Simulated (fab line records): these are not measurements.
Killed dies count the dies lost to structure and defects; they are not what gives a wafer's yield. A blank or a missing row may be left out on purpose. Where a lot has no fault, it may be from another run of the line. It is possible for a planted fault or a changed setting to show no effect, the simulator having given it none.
What tool caused it?	flow sky130	route of 708 steps, sampled at 1 step: 6 lots, 17 wafers

## WHAT THE GAUGES READ, wafer by wafer
SKY_CAPM_RS_MEAS_03: measures by four-point-probe.
lot	measured	on	CAPM_TIN_RS (ohm/sq)
L987	day 37 19:44	film metro-04	7.02 6.87 6.92
L993	day 39 22:25	film metro-04	6.91 6.89 6.85
L998	day 41 06:35	film metro-04	6.91 6.92 6.85
L100	day 41 16:53	film metro-04	6.99 7.07
L103	day 42 04:58	film metro-01	6.96 6.96 6.98
L106	day 43 02:10	film metro-04	6.77 6.81 6.77

## TOOL THAT RAN EACH LOT (tool first, then ch and the chambers of the sampled wafers, then the start)
There is no process step in the record ahead of these readings.

## THE ANSWER, worked out from the rows above alone
Rule: what is usual is taken from the lots themselves. Put in order of their means at a reading, lots are off if they are a third of the lots or fewer, leave a main group of 4 or more, and stand apart from it by a gap of 3 or more times the standard deviation of the main group's means; of several such gaps the widest counts. The tables above print the reading to a certain number of digits; a main group whose means all agree to those digits is not used. Also off: a lot with no number at a reading for which 4 or more lots have one. Any other lot the step has rows for is counted as sound.
No lot is off on any of the readings shown, so nothing can be concluded from this.

## WHAT THE SIMULATOR PUT IN
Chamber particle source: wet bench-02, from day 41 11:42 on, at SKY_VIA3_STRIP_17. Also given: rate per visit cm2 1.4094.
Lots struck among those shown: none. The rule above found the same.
